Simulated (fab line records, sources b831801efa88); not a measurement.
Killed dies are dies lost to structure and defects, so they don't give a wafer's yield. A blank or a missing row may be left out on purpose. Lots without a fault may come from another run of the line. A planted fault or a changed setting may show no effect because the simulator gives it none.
A struck lot beside a sound one | flow sky130 | 25 steps out of a route of 708
Sound: wafers L618.2, L618.3, L618.4. Struck: wafers L627.1, L627.2, L627.4. The cause comes at the end.
At each step with rows: each side's tool, then ch and its chambers, then its first start. Under that, the readings that differ: sound wafers | struck wafers | difference of the means | sigmas: that difference in standard deviations of wafers without a fault.
alike: readings whose means differ by less than 2 such deviations, and words and numbers that are the same on both sides. not compared: withheld readings, readings that some wafer has no value for, bounds like >300 that may hide the same value, and numbers for which the record gives no deviation and whose values overlap.
The two part at a step that has a row with sigmas, a row that says differs or no value, or rows on one side only. Numbers that don't overlap but have no deviation are shown without sigmas and don't part them. A reading that every wafer of one side lacks parts them only if that side has two wafers or more.

SKY_VIA1_THK_MEAS_23: measures by xrf.
  sound on film_metro-02, day 35 04:10; struck on film_metro-04, day 39 06:35
  alike: VIA1_W_THK
then, 1 step without rows for these wafers: SKY_VIA1_CMP_24 (polishes, stops on SiO2, t overpolish 15 s, target thk 0 nm).
SKY_METAL2_SPUTTER_00: material Ti, target thk 15 nm, time 10 s.
  sound on pvd_sputter-04, day 35 04:31; struck on pvd_sputter-04, day 39 06:56
  alike: throttle_valve_pct
SKY_METAL2_SPUTTER_01: material TiN, target thk 20 nm, time 16.7 s.
  sound on pvd_sputter-04, day 35 04:33; struck on pvd_sputter-04, day 39 06:58
  alike: throttle_valve_pct
SKY_METAL2_SPUTTER_02: material AlCu, target thk 250 nm, time 13.3 s.
  sound on pvd_sputter-04, day 35 04:34; struck on pvd_sputter-04, day 39 06:59
  alike: throttle_valve_pct
then, 1 step without rows for these wafers: SKY_METAL2_SPUTTER_03 (material Ti, target thk 5 nm, time 3.3 s).
SKY_METAL2_SPUTTER_04: material TiN, target thk 70 nm, time 58.3 s.
  sound on pvd_sputter-04, day 35 04:37; struck on pvd_sputter-04, day 39 07:02
  alike: throttle_valve_pct
SKY_METAL2_RS_MEAS_05: measures by four-point-probe.
  sound on film_metro-04, day 35 04:41; struck on film_metro-04, day 39 07:05
  alike: METAL2_ALCU_RS
SKY_METAL2_THK_MEAS_06: measures by xrf.
  sound on film_metro-04, day 35 04:47; struck on film_metro-04, day 39 07:12
  alike: METAL2_ALCU_THK
then, 3 steps without rows for these wafers: SKY_METAL2_DEHYDRATE_07 (time 60 s); SKY_METAL2_HMDS_08 (prime time 60 s); SKY_METAL2_COAT_09 (resist thk 60 nm).
SKY_METAL2_COAT_10: resist thk 450 nm.
  sound on litho_track-01 ch 0, day 35 16:00; struck on litho_track-04 ch 0, day 39 19:00
  reading                                       | sound                | struck               | difference | sigmas
  spin_speed_rpm (rpm)                          | 3001.1 3001.6 3000.4 | 2578.0 2573.3 2577.6 | -424.7     | -99 or more
  model.KrF-thick_of_METAL2_COAT_10.thk_nm (nm) | 449.5 449.4 447.8    | 484.9 485.2 485.9    | +36.4      |
  alike: resist_line_temp_C
then, 4 steps without rows for these wafers: SKY_METAL2_SOFTBAKE_11 (time 91.89 s); SKY_METAL2_EXPOSE_12 (exposes mask MM2, target cd 140 nm); SKY_METAL2_PEB_13; SKY_METAL2_DEVELOP_14 (develop time 60 s).
SKY_METAL2_CD_MEAS_15: target cd 140 nm.
  sound on cd_sem-02, day 36 05:46; struck on cd_sem-02, day 40 08:14
  alike: cd_nm
SKY_METAL2_OVL_MEAS_16:
  sound on overlay-02, day 36 05:52; struck on overlay-02, day 40 08:21
  alike: METAL2_OVL
SKY_METAL2_DESCUM_17: chemistry O2, time 8 s.
  sound on rie_metal-01 ch 0,1, day 36 05:54; struck on rie_metal-04 ch 0,1, day 40 08:23
  alike: drypump_motor_current_A, oes_product_au
  not compared: rf_hours_counter_h
then, 1 step without rows for these wafers: SKY_METAL2_ETCH_18 (etches BARC in N2/H2, stops on SiO2, time 45.9 s, target depth 60 nm).
SKY_METAL2_METAL_ETCH_19: etches the open film in Cl2/BCl3, stops on SiO2, target depth 360 nm, time 78 s.
  sound on rie_metal-01 ch 0,1, day 36 05:59; struck on rie_metal-04 ch 0,1, day 40 08:29
  reading                                       | sound             | struck            | difference | sigmas
  model.KrF-thick_of_METAL2_COAT_10.thk_nm (nm) | 158.8 166.5 159.5 | 182.2 188.3 185.2 | +23.6      |
  alike: bcl3_flow_sccm, drypump_motor_current_A, oes_product_au, throttle_valve_pct
  not compared: rf_hours_counter_h
SKY_METAL2_STRIP_20: strips in O2/N2.
  sound on plasma_asher-02 ch 0,1, day 36 06:05; struck on plasma_asher-03 ch 0,1, day 40 08:34
  reading                      | sound          | struck         | difference | sigmas
  strip_time_to_endpoint_s (s) | 2.70 2.78 2.71 | 2.94 3.01 2.98 | +0.25      | +4
  alike: drypump_motor_current_A, oes_product_au
  not compared: rf_hours_counter_h
then, 1 step without rows for these wafers: SKY_METAL2_STRIP_21 (strips in post etch residue remover, time 1200 s).
-- the record jumps here: 10 days lie between the struck wafers' starts before and after (it left off in module METAL2 and takes up again in module PAD_OPEN, whose first step shown is number 708 of the route) --
SKY_PAD_OPEN_PROBE_99:
  the record has rows for the struck wafers here (prober-01, day 49 20:52) and none for the sound ones

WHERE THEY PART
First at SKY_METAL2_COAT_10; last, within this record, at SKY_PAD_OPEN_PROBE_99.

WHY: what the simulator had put in
Process parameter drift: litho_track-04, from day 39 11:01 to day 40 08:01, at SKY_METAL2_COAT_10. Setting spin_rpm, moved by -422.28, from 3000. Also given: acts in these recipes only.
